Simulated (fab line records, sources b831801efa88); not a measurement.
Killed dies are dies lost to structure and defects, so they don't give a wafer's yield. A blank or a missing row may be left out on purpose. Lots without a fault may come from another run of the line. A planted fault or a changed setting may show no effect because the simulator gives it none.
Problem report in the 8D (eight disciplines) form, filled by code | flow sky130 | the parts of the form that need people (team, actions taken, sign-off) are left out

1. THE PROBLEM
VT_ADJUST_HVTR_TW at SKY_VT_ADJUST_HVTR_TW_MEAS_11 reads a mean of 221.0 on 9 wafers of 3 lots; wafers without a fault read 210.6 with a standard deviation of 2. That is +5.2 standard deviations from the usual mean.
First seen on wafer L706.1, day 11 16:19, on film_metro-02. The record holds 36 wafers of 12 lots with a number at this step. Rule for "out", or "out of limits": more than 4 standard deviations from the usual mean. The other wafers with a number count as sound.

2. WHAT IT IS AND WHAT IT IS NOT
question                    | is                     | is not
which readings at this step | VT_ADJUST_HVTR_TW      | -
which lots                  | L706, L708, L709       | L699, L701, L713, L714, L717, L719, L720, L721, L722
which wafers of those lots  | all that have a number | -
read on which gauges        | film_metro-02          | film_metro-01, film_metro-03
when                        | from day 11 16:19      | up to then (6 sound wafers); but 21 sound wafers of L713, L714, L717, L719, L720, L721, L722 came after

3. SUSPECTS, AND WHAT RULES EACH OUT
Counting: a tool at a process step up to the reading stays a suspect if it ran every lot that is out and no sound lot after the first of them.
- the gauge at SKY_VT_ADJUST_HVTR_TW_MEAS_11: ruled out. All the wafers that are out were read on film_metro-02, but those of them that SKY_VT_ADJUST_HVTR_IMPLANT_09 has rows for are out there too, on other tools.
- implanter-03 at SKY_VT_ADJUST_HVTR_IMPLANT_09: ruled out as a lasting fault. Sound lots L717, L719 ran on it after its first lot that is out, L706 (day 11 16:04).
Left after counting: nothing in the record.

4. THE CAUSE (what the simulator had put in)
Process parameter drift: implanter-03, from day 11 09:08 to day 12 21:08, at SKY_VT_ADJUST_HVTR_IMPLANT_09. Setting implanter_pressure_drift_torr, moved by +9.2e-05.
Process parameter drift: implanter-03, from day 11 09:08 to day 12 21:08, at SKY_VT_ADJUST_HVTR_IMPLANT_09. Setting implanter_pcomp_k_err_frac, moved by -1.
Counting ruled it out, wrongly: the rule takes a fault to strike every lot that its tool runs from its start on, and this one did not.

5. THE CHAIN OF EFFECTS, in route order
Each row: a reading whose mean over the struck wafers that have a number lies more than 3 standard deviations from the usual. Only readings for which the record gives a usual standard deviation are gone through. hours: the time from each lot's start at the first step in this table that gives one to its start at this step, as a median over the lots. sigmas: the change in usual standard deviations.
hours | step                          | reading                   | usual         | on struck wafers | change    | sigmas
0     | SKY_VT_ADJUST_HVTR_IMPLANT_09 | beam_on_s                 | 10.00 s       | 12.14            | +2.14     | +11
0     | SKY_VT_ADJUST_HVTR_IMPLANT_09 | end_station_pressure_torr | 5.01e-06 Torr | 9.76e-05         | +9.26e-05 | +99 or more
0     | SKY_VT_ADJUST_HVTR_IMPLANT_09 | faraday_current_uA        | 11.84         | 9.86             | -1.98     | -8.3
0     | SKY_VT_ADJUST_HVTR_TW_MEAS_11 | VT_ADJUST_HVTR_TW         | 210.6         | 221.0            | +10.4     | +5.2
The process steps in it:
- SKY_VT_ADJUST_HVTR_IMPLANT_09
Later measuring or inspecting steps at which every struck wafer that the step has a row for has a number for every such reading, and none has moved that far: SKY_SONOS_ONO_THK_MEAS_01.

6. WHAT WOULD HAVE CAUGHT IT SOONER
In this record the first reading out of limits at a measuring or inspecting step was taken at day 11 16:19, 7 hours after the fault began at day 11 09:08.
The tool's own readings at SKY_VT_ADJUST_HVTR_IMPLANT_09 were out on every struck wafer that the step has a row for (beam_on_s, end_station_pressure_torr, faraday_current_uA): an alarm limit on them would have fired on the first of those.
